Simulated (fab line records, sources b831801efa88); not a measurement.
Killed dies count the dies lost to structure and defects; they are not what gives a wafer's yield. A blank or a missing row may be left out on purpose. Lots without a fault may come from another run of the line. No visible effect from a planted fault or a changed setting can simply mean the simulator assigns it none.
Matching of chambers || flow gf180mcu || 4 sister chambers for GF_PASSIVATION_ETCH_11 on rie diel-04
The step etches the open film in CF4/O2, stops on TiN, target depth 1800 nm, time 400 s. 8 wafers are shown with their chamber, then 9 later ones without.

EACH WAFER AND ITS CHAMBER
{"wafer": "L078.6", "chamber": 2, "drypump motor current A (A)": 6.3, "oes product au (a.u.)": 0.977}
{"wafer": "L085.6", "chamber": 0, "drypump motor current A (A)": 5.9, "oes product au (a.u.)": 0.976}
{"wafer": "L088.2", "chamber": 1, "drypump motor current A (A)": 5.3, "oes product au (a.u.)": 0.964}
{"wafer": "L088.5", "chamber": 0, "drypump motor current A (A)": 6.0, "oes product au (a.u.)": 0.972}
{"wafer": "L088.6", "chamber": 3, "drypump motor current A (A)": 6.3, "oes product au (a.u.)": 0.969}
{"wafer": "L091.1", "chamber": 3, "drypump motor current A (A)": 6.3, "oes product au (a.u.)": 0.963}
{"wafer": "L091.4", "chamber": 1, "drypump motor current A (A)": 5.3, "oes product au (a.u.)": 0.966}
{"wafer": "L091.6", "chamber": 2, "drypump motor current A (A)": 6.3, "oes product au (a.u.)": 0.979}

WAFERS WHOSE CHAMBER IS MISSING
{"wafer": "L092.1", "drypump motor current A (A)": 6.3, "oes product au (a.u.)": 0.971}
{"wafer": "L092.3", "drypump motor current A (A)": 5.2, "oes product au (a.u.)": 0.966}
{"wafer": "L092.6", "drypump motor current A (A)": 6.3, "oes product au (a.u.)": 0.979}
{"wafer": "L093.2", "drypump motor current A (A)": 6.0, "oes product au (a.u.)": 0.960}
{"wafer": "L093.5", "drypump motor current A (A)": 6.4, "oes product au (a.u.)": 0.971}
{"wafer": "L093.6", "drypump motor current A (A)": 6.3, "oes product au (a.u.)": 0.978}
{"wafer": "L095.2", "drypump motor current A (A)": 5.2, "oes product au (a.u.)": 0.967}
{"wafer": "L095.3", "drypump motor current A (A)": 6.3, "oes product au (a.u.)": 0.964}
{"wafer": "L095.4", "drypump motor current A (A)": 6.0, "oes product au (a.u.)": 0.971}

CHAMBER TAKEN BY EACH
{"wafer": "L092.1", "from the rows above": "can't be placed: 3 or 2", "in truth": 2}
{"wafer": "L092.3", "from the rows above": 1, "in truth": 1}
{"wafer": "L092.6", "from the rows above": 2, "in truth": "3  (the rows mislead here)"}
{"wafer": "L093.2", "from the rows above": 0, "in truth": 0}
{"wafer": "L093.5", "from the rows above": "can't be placed: 3 or 2", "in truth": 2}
{"wafer": "L093.6", "from the rows above": 2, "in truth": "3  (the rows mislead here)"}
{"wafer": "L095.2", "from the rows above": 1, "in truth": 1}
{"wafer": "L095.3", "from the rows above": 3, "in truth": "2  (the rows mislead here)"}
{"wafer": "L095.4", "from the rows above": 0, "in truth": 0}
Correct placement for 4 of the 9. Can't be placed from these rows: 2 (the true chamber is among the candidates in 2). Wrongly placed: 3.
How it was worked out, from the rows above alone: a wafer's distance from a chamber is the root of the sum, over the readings, of the square of ((its reading less the chamber's mean) divided by the reading's scatter). If the next closest chamber is less than 2 further off than the closest, the wafer can't be placed; otherwise it belongs to the closest. For every chamber, the mean is computed from those of its wafers that are shown. The scatter: the root of (the sum of the squares of (reading less its chamber's mean) over the shown wafers, divided by (wafers less chambers)).
